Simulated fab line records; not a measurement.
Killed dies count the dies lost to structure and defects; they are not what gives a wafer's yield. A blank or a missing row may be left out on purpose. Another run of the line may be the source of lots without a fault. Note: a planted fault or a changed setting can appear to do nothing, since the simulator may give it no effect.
Chamber matching + flow gf180mcu + GF_CONTACT_ETCH_16 on rie diel-02: 4 sister chambers
The step etches BARC in N2/H2. 4 wafers are shown with their chamber, then 10 later ones without.

## EACH WAFER AND ITS CHAMBER
| wafer  | chamber | drypump motor current A (A) |
|--------|---------|-----------------------------|
| L086.2 | 0       | 5.9                         |
| L086.6 | 2       | 6.2                         |
| L088.6 | 3       | 6.2                         |
| L089.4 | 1       | 5.7                         |

## WAFERS WHOSE CHAMBER IS MISSING
| wafer  | drypump motor current A (A) |
|--------|-----------------------------|
| L089.6 | 6.2                         |
| L091.1 | 5.7                         |
| L091.4 | 5.9                         |
| L091.5 | 5.7                         |
| L096.1 | 6.2                         |
| L096.4 | 5.9                         |
| L096.6 | 5.7                         |
| L097.4 | 6.1                         |
| L097.5 | 6.2                         |
| L097.6 | 6.2                         |

## WHICH CHAMBER EACH ONE RAN IN
| wafer  | from the rows above     | in truth |
|--------|-------------------------|----------|
| L089.6 | can't be placed: 2 or 3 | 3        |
| L091.1 | 1                       | 1        |
| L091.4 | 0                       | 0        |
| L091.5 | 1                       | 1        |
| L096.1 | can't be placed: 2 or 3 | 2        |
| L096.4 | 0                       | 0        |
| L096.6 | 1                       | 1        |
| L097.4 | can't be placed: 2 or 3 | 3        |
| L097.5 | can't be placed: 2 or 3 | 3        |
| L097.6 | can't be placed: 2 or 3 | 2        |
Placed correctly: 5 of 10. From these rows, 5 cannot be placed; in 5 the true chamber is one of the candidates. Placed wrongly: 0.
How it was worked out, from the rows above alone: a wafer's distance from a chamber is the root of the sum, over the readings, of the square of ((its reading less the chamber's mean) divided by the reading's scatter). If the next closest chamber is less than 2 further off than the closest, the wafer can't be placed; otherwise it belongs to the closest. A chamber's mean is the mean of its shown wafers. The scatter: with one shown wafer a chamber, the root of the mean of the squares of how far each hidden wafer lies from its nearest shown one.
